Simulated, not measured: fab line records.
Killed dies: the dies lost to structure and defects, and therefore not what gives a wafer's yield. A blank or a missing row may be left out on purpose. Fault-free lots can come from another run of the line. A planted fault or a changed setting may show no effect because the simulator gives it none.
Which of the tools did it? -- flow gf180mcu -- Sampling: 13 lots, 39 wafers, 6 of 602 route steps

## WHAT EACH GAUGE READ, for each wafer
GF_VT_IMPLANT_RS_MEAS_46: uses a four-point probe to measure. Usual: MVSD_RS gives 456.6 ohm/sq (standard deviation 1.1).
lot,measured,on,MVSD_RS (ohm/sq),flag
L457,day 7 20:36,filmMetro-03,456.1 456.4 457.0,
L458,day 8 03:59,filmMetro-02,456.6 456.1 457.6,
L460,day 8 07:31,filmMetro-02,456.2 456.1 454.7,
L461,day 8 14:44,filmMetro-01,458.8 457.3 459.3,
L462,day 9 12:17,filmMetro-01,457.0 455.9 454.9,
L463,day 9 12:42,filmMetro-02,455.8 456.0 456.0,
L466,day 10 06:13,filmMetro-02,456.4 457.0 457.6,
L467,day 10 12:23,filmMetro-03,449.8 450.8 450.2 450.6 450.9 449.8,OFF
L469,day 10 19:57,filmMetro-02,451.6 451.3 451.0 450.9 452.6 450.9,OFF
L471,day 11 08:30,filmMetro-01,456.5 456.6 457.8,
L474,day 12 09:04,filmMetro-03,457.5 456.6 457.1,
L476,day 12 19:26,filmMetro-01,456.2 457.7 456.7,
L478,day 13 20:55,filmMetro-03,457.3 456.9 456.5,

GF_VT_IMPLANT_RS_MEAS_47: uses a four-point probe to measure. Usual: NWELL_RS gives 487.9 ohm/sq (standard deviation 1.5).
lot,measured,on,NWELL_RS (ohm/sq),flag
L457,day 7 20:43,filmMetro-03,484.6 485.4 485.2,
L458,day 8 04:06,filmMetro-02,489.7 487.6 490.2,
L460,day 8 07:38,filmMetro-02,488.9 486.9 487.7,
L461,day 8 14:52,filmMetro-01,489.6 489.8 489.6,
L462,day 9 12:24,filmMetro-01,488.9 490.9 487.7,
L463,day 9 12:49,filmMetro-02,485.9 487.3 486.8,
L466,day 10 06:20,filmMetro-02,487.1 487.8 488.0,
L467,day 10 15:56,filmMetro-03,486.8 485.1 486.5,
L469,day 10 21:27,filmMetro-02,487.4 487.0 487.2,
L471,day 11 08:37,filmMetro-01,489.6 488.6 489.4,
L474,day 12 09:11,filmMetro-03,489.6 489.9 490.3,
L476,day 12 19:33,filmMetro-01,488.5 487.1 488.0,
L478,day 13 21:02,filmMetro-03,487.0 486.7 486.8,

GF_HV_LDD_OVL_MEAS_47. Usual: HV_LDD_03_OVL gives 0.3 nm (standard deviation 1.1).
lot,measured,on,HV_LDD_03_OVL (nm),flag
L457,day 12 16:37,overlay-02,0.8 -0.5 -0.7,
L458,day 12 22:46,overlay-01,1.6 0.7 2.0,
L460,day 13 07:57,overlay-02,-1.0 0.2 -0.2,
L461,day 13 12:05,overlay-02,0.6 -1.5 1.4,
L462,day 14 14:21,overlay-02,2.0 -1.6 -0.8,
L463,day 14 14:17,overlay-01,-0.5 1.7 1.5,
L466,day 15 15:55,overlay-01,2.2 0.0 2.4,
L467,day 15 23:33,overlay-01,0.1 1.9 0.3,
L469,day 16 07:17,overlay-02,-1.3 -1.6 0.2,
L471,day 17 04:20,overlay-02,-0.6 -1.9 -0.7,
L474,day 18 14:17,overlay-01,-1.0 -0.2 -0.4,
L476,day 18 14:39,overlay-02,0.1 1.9 -0.9,
L478,day 19 21:16,overlay-01,1.1 -1.6 1.3,

GF_HV_LDD_THK_MEAS_57. Usual: HV_LDD_CVD_56_THK gives 89.9 nm (standard deviation 0.7).
lot,measured,on,HV_LDD_CVD_56_THK (nm),flag
L457,day 12 19:43,filmMetro-03,90.3 90.3 90.7,
L458,day 13 01:51,filmMetro-01,88.6 88.3 88.2,
L460,day 13 11:02,filmMetro-01,89.0 89.8 89.4,
L461,day 13 15:14,filmMetro-03,89.1 89.3 89.0,
L462,day 14 17:29,filmMetro-01,90.4 90.4 90.2,
L463,day 14 17:23,filmMetro-03,89.8 88.7 89.7,
L466,day 15 19:01,filmMetro-01,90.7 90.1 90.4,
L467,day 16 03:21,filmMetro-02,90.5 90.8 91.3,
L469,day 16 10:23,filmMetro-02,90.5 90.0 89.7,
L471,day 17 07:26,filmMetro-03,89.7 90.0 89.3,
L474,day 18 17:23,filmMetro-03,89.4 90.4 90.0,
L476,day 18 18:48,filmMetro-01,91.9 91.1 91.6,
L478,day 20 01:40,filmMetro-01,89.9 90.4 90.3,

GF_M1_CD_MEAS_14: target cd 230 nm. Usual: cdNm reads 230.3 nm (standard deviation 1.1).
lot,measured,on,cdNm (nm),flag
L457,day 17 06:13,cdSem-01,231.0 230.9 229.9,
L458,day 17 13:05,cdSem-02,230.0 229.3 230.0,
L460,day 18 01:44,cdSem-01,229.0 230.9 228.4,
L461,day 18 05:53,cdSem-01,230.2 231.0 231.5,
L462,day 19 15:57,cdSem-01,229.5 229.0 229.2,
L463,day 19 14:55,cdSem-02,229.4 230.0 230.6,
L466,day 20 21:26,cdSem-01,229.8 230.0 228.8,
L467,day 21 04:38,cdSem-01,230.5 230.4 230.1,
L469,day 21 10:54,cdSem-02,230.6 229.3 229.7,
L471,day 22 10:34,cdSem-01,229.1 228.6 229.2,
L474,day 23 20:01,cdSem-01,233.1 232.0 231.6,
L476,day 23 22:07,cdSem-01,230.8 230.5 230.9,
L478,day 25 01:22,cdSem-02,230.1 230.6 231.4,

## TOOL THAT RAN EACH LOT (tool first, then ch and the chambers of the sampled wafers, then the start)
lot,GF_MVSD_IMPLANT_08
L457,"implanter-01 ch 0, day 4 16:58"
L458,"implanter-03 ch 0, day 4 23:54"
L460,"implanter-03 ch 0, day 5 04:40"
L461,"implanter-01 ch 0, day 5 12:04"
L462,"implanter-03 ch 0, day 6 04:18"
L463,"implanter-02 ch 0, day 6 04:55"
L466,"implanter-01 ch 0, day 6 20:19"
L467,"implanter-03 ch 0, day 7 00:52"
L469,"implanter-03 ch 0, day 7 06:19"
L471,"implanter-01 ch 0, day 7 16:18"
L474,"implanter-02 ch 0, day 8 13:43"
L476,"implanter-02 ch 0, day 9 00:01"
L478,"implanter-01 ch 0, day 9 22:22"
- GF_MVSD_IMPLANT_08

## AS READ BY THE TOOLS THEMSELVES (means over the sampled wafers that have a number; for cases with no such wafer, the mark the record gives instead)
GF_MVSD_IMPLANT_08. Usual: beamEnergyKeV reads 400.00 (standard deviation 0.13).
lot,tool,beamEnergyKeV,flag
L457,implanter-01,399.99,
L458,implanter-03,400.06,
L460,implanter-03,400.09,
L461,implanter-01,399.96,
L462,implanter-03,399.94,
L463,implanter-02,400.13,
L466,implanter-01,399.73,
L467,implanter-03,428.95,OFF
L469,implanter-03,428.94,OFF
L471,implanter-01,400.14,
L474,implanter-02,399.93,
L476,implanter-02,400.11,
L478,implanter-01,400.02,

## THE ANSWER, worked out from the rows above alone
Rule: a lot is off if the mean of its wafers that have a number lies more than 3 standard deviations from the usual mean. Also off: a lot with no number at a reading for which 4 or more lots have one. The other lots that the step has rows for count as sound. Order of review: gauges by route order, followed by the tools' own readings, for which a lot's mean as printed above is used. At the first step where some lot is off, the reading lying furthest off is the one used; lots without a number count as furthest.
Off: L467, L469, seen at GF_VT_IMPLANT_RS_MEAS_46 (MVSD_RS).
A tool fits if, at a process step before that reading, it ran every lot that is off, and no sound lot after the first of them. The gauges at GF_VT_IMPLANT_RS_MEAS_46 aren't tried: what is off there is off at GF_MVSD_IMPLANT_08 too, on other tools, and a gauge's error can't cause that. One fits: GF_MVSD_IMPLANT_08 on implanter-03. Its last sound lot is L462 (day 6 04:18), its first lot that is off L467 (day 7 00:52): a fault that began between those two fits.
On the lots that are off, the tool's own readings at GF_MVSD_IMPLANT_08 differ by more than 5 times the standard deviation of the sound lots' means, which bears it out; beamEnergyKeV reads 428.94 there versus 400.01 on the sound lots.

## WHAT WAS PUT IN BY THE SIMULATOR
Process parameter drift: implanter-03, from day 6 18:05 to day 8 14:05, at GF_MVSD_IMPLANT_08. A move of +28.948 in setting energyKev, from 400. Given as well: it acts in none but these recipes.
Lots struck among those shown: L467, L469. The rule above reached the same finding.
